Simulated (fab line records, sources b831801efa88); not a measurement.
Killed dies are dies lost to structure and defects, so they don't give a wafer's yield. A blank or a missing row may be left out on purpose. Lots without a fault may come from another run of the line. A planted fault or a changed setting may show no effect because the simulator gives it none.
Chamber matching | flow gf180mcu | GF_VT_IMPLANT_WET_ETCH_50 on wet_bench-03: 3 sister chambers
The step etches SiO2 in dHF, target depth 20 nm, time 400 s. 16 wafers are shown with their chamber, then 8 later ones without.

WAFERS WITH THEIR CHAMBER
wafer  | chamber | run_length_s (s)
L188.1 | 1       | 433
L188.2 | 1       | 433
L188.4 | 1       | 433
L189.2 | 1       | 434
L189.4 | 1       | 434
L189.5 | 1       | 434
L191.1 | 2       | 427
L191.4 | 2       | 427
L191.5 | 2       | 427
L193.1 | 1       | 427
L193.4 | 1       | 427
L193.6 | 1       | 427
L204.2 | 3       | 431
L204.4 | 3       | 431
L204.5 | 3       | 431
L206.1 | 1       | 434

SIGNATURES (means of the wafers above)
reading      | chamber 1 | chamber 2 | chamber 3 | scatter within a chamber
run_length_s | 431.60    | 427.00    | 431.00    | 2.67
Rule: a wafer's distance from a chamber is the root of the sum, over the readings, of the square of ((its reading less the chamber's mean) divided by the reading's scatter). The wafer belongs to the nearest chamber; if the next one is less than 2 further off, it can't be placed. The scatter: the root of (the sum of the squares of (reading less its chamber's mean) over the shown wafers, divided by (wafers less chambers)).

WAFERS WITHOUT THEIR CHAMBER
wafer  | run_length_s (s)
L206.2 | 434
L206.5 | 434
L208.1 | 426
L208.4 | 426
L208.5 | 426
L209.3 | 427
L209.5 | 427
L209.6 | 427

WHICH CHAMBER EACH WENT THROUGH
wafer  | from the rows above          | in truth
L206.2 | can't be placed: 1 or 3 or 2 | 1
L206.5 | can't be placed: 1 or 3 or 2 | 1
L208.1 | can't be placed: 2 or 3 or 1 | 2
L208.4 | can't be placed: 2 or 3 or 1 | 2
L208.5 | can't be placed: 2 or 3 or 1 | 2
L209.3 | can't be placed: 2 or 3 or 1 | 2
L209.5 | can't be placed: 2 or 3 or 1 | 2
L209.6 | can't be placed: 2 or 3 or 1 | 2
Placed correctly: 0 of 8. Can't be placed from these rows: 8 (the true chamber is among the candidates in 8). Placed wrongly: 0.
